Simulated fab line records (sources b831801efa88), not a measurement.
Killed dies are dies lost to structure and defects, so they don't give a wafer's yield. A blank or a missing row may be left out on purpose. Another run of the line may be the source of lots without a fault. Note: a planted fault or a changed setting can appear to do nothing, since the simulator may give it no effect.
A lot that was struck, set against a sound lot | flow sky130 | 43 out of 708 route steps
Sound: these wafers, L846.2, L846.3, L846.4. Struck: wafers L865.3, L865.5 (left out: L865.6, a lot-mate that was not struck); the cause follows at the end.
At each step with rows: each side's tool, then ch and its chambers, then its first start. Under that, the readings that differ: sound wafers | struck wafers | difference of the means | sigmas: that difference in standard deviations of wafers without a fault.
alike: readings with means less than 2 such deviations apart, plus words and numbers identical on both sides. not compared: withheld readings, readings lacking a value on some wafer, bounds such as >300 that could conceal the same value, and numbers that have no deviation in the record and whose values overlap.
The two part at a step that has a row with sigmas, a row that says differs or no value, or rows on one side only. When numbers do not overlap yet have no deviation, they are printed without sigmas and do not part them. Lack of a reading on every wafer of one side parts them only where that side has two or more wafers.

first, 2 steps without rows for these wafers: SKY_LDD_LDN_PEB_05; SKY_LDD_LDN_DEVELOP_06 (develop time 60 s).
SKY_LDD_LDN_OVL_MEAS_07:
  struck on overlay-01, day 30 07:11; sound on overlay-01, day 23 08:13
  alike: LDD_LDN_OVL
then, 4 steps without rows for these wafers: SKY_LDD_LDN_IMPLANT_08; SKY_LDD_LDN_IMPLANT_09; SKY_LDD_LDN_IMPLANT_10; SKY_LDD_LDN_IMPLANT_11.
SKY_LDD_LDN_STRIP_12: strips in O2/N2.
  sound on plasma_asher-04 ch 0,1, day 23 08:51; struck on plasma_asher-01 ch 1, day 30 07:50
  reading                     | sound       | struck  | difference | sigmas
  drypump_motor_current_A (A) | 5.2 5.3 6.0 | 6.5 6.5 | +1.0       | +2
  alike: oes_product_au, strip_time_to_endpoint_s
  not compared: rf_hours_counter_h
SKY_LDD_LDN_TW_MEAS_13:
  struck on film_metro-01, day 30 07:55; sound on film_metro-01, day 23 08:58
  alike: LDD_LDN_TW
then, 2 steps without rows for these wafers: SKY_LDD_LDN_CLEAN_14 (cleans in SC1/SC2, time 150 s); SKY_SPACER_CVD_00 (deposits Si3N4 from DCS/NH3, target thk 43.1 nm, time 740 s).
SKY_SPACER_THK_MEAS_01:
  struck on film_metro-03, day 30 09:44; sound on film_metro-03, day 23 10:17
  alike: SPACER_CVD_00_THK
SKY_SPACER_ETCHBACK_02: etches Si3N4 in CH3F/O2, stops on SiO2, time 46.7 s, target depth 45 nm.
  sound on rie_diel-02 ch 0,2,3, day 23 10:20; struck on rie_diel-03 ch 3, day 30 09:46
  alike: drypump_motor_current_A, oes_product_au, throttle_valve_pct
  not compared: rf_hours_counter_h
then, 8 steps without rows for these wafers: SKY_POLY_CUT_DEHYDRATE_00 (time 60 s); SKY_POLY_CUT_HMDS_01 (prime time 60 s); SKY_POLY_CUT_COAT_02 (resist thk 60 nm); SKY_POLY_CUT_COAT_03 (resist thk 450 nm); SKY_POLY_CUT_SOFTBAKE_04 (time 90 s); SKY_POLY_CUT_EXPOSE_05 (exposes mask NPCM, target cd 270 nm); SKY_POLY_CUT_PEB_06; SKY_POLY_CUT_DEVELOP_07 (develop time 60 s).
SKY_POLY_CUT_CD_MEAS_08: target cd 270 nm.
  struck on cd_sem-01, day 31 13:56; sound on cd_sem-02, day 24 16:39
  alike: cd_nm
SKY_POLY_CUT_OVL_MEAS_09:
  struck on overlay-01, day 31 14:01; sound on overlay-01, day 24 16:46
  alike: POLY_CUT_OVL
SKY_POLY_CUT_ETCH_10: etches BARC in N2/H2, stops on SiO2, time 45.9 s, target depth 60 nm.
  sound on rie_diel-04 ch 0,1,3, day 24 16:47; struck on rie_diel-03 ch 0,3, day 31 14:02
  alike: drypump_motor_current_A, oes_product_au, throttle_valve_pct
  not compared: rf_hours_counter_h
SKY_POLY_CUT_ETCH_11: etches Si3N4 in CF4/CH2F2/Ar, stops on poly-Si, time 42.5 s, target depth 60 nm.
  sound on rie_diel-04 ch 0,1,3, day 24 16:50; struck on rie_diel-03 ch 0,3, day 31 14:05
  alike: drypump_motor_current_A, oes_product_au, throttle_valve_pct
  not compared: rf_hours_counter_h
SKY_POLY_CUT_STRIP_12: strips in O2/N2.
  sound on plasma_asher-02 ch 0,1, day 24 16:52; struck on plasma_asher-01 ch 0, day 31 14:10
  alike: drypump_motor_current_A, oes_product_au, strip_time_to_endpoint_s
  not compared: rf_hours_counter_h
then, 7 steps without rows for these wafers: SKY_SD_P_DEHYDRATE_00 (time 60 s); SKY_SD_P_HMDS_01 (prime time 60 s); SKY_SD_P_COAT_02 (resist thk 1140 nm); SKY_SD_P_SOFTBAKE_03 (time 60 s); SKY_SD_P_EXPOSE_04 (exposes mask PSDM, target cd 380 nm); SKY_SD_P_PEB_05; SKY_SD_P_DEVELOP_06 (develop time 60 s).
SKY_SD_P_CD_MEAS_07: target cd 380 nm.
  struck on cd_sem-01, day 32 18:16; sound on cd_sem-02, day 25 22:29
  reading    | sound             | struck      | difference | sigmas
  cd_nm (nm) | 377.3 378.0 376.1 | 382.5 381.5 | +4.9       | +2
SKY_SD_P_OVL_MEAS_08:
  struck on overlay-01, day 32 18:22; sound on overlay-01, day 25 22:35
  reading       | sound          | struck  | difference | sigmas
  SD_P_OVL (nm) | -3.0 -0.9 -0.2 | 0.9 1.1 | +2.4       | +2
then, 1 step without rows for these wafers: SKY_SD_P_IMPLANT_09.
SKY_SD_P_STRIP_10: strips in O2/N2.
  sound on plasma_asher-04 ch 0,1, day 25 22:46; struck on plasma_asher-02 ch 0, day 32 18:34
  reading               | sound             | struck      | difference | sigmas
  oes_product_au (a.u.) | 0.617 0.619 0.625 | 0.607 0.617 | -0.008     | -2
  alike: drypump_motor_current_A, strip_time_to_endpoint_s
  not compared: rf_hours_counter_h
SKY_SD_P_TW_MEAS_11:
  struck on film_metro-01, day 32 18:40; sound on film_metro-04, day 25 22:53
  alike: SD_P_TW
then, 4 steps without rows for these wafers: SKY_RES_XHIGH_DEHYDRATE_00 (time 60 s); SKY_RES_XHIGH_HMDS_01 (prime time 60 s); SKY_RES_XHIGH_COAT_02 (resist thk 1140 nm); SKY_RES_XHIGH_SOFTBAKE_03 (time 60 s).
-- record jumps: 18 days separate the struck wafers' starts on either side; left off in module RES_XHIGH, taken up again in module PAD_OPEN, whose first shown step is the route's number 708 --
SKY_PAD_OPEN_PROBE_99:
  record: rows for the struck wafers here (prober-02, day 50 17:27), none for the sound ones

== WHERE THEY PART ==
At SKY_LDD_LDN_STRIP_12 first; at SKY_PAD_OPEN_PROBE_99 last (within this record only).

WHY: what the simulator had put in
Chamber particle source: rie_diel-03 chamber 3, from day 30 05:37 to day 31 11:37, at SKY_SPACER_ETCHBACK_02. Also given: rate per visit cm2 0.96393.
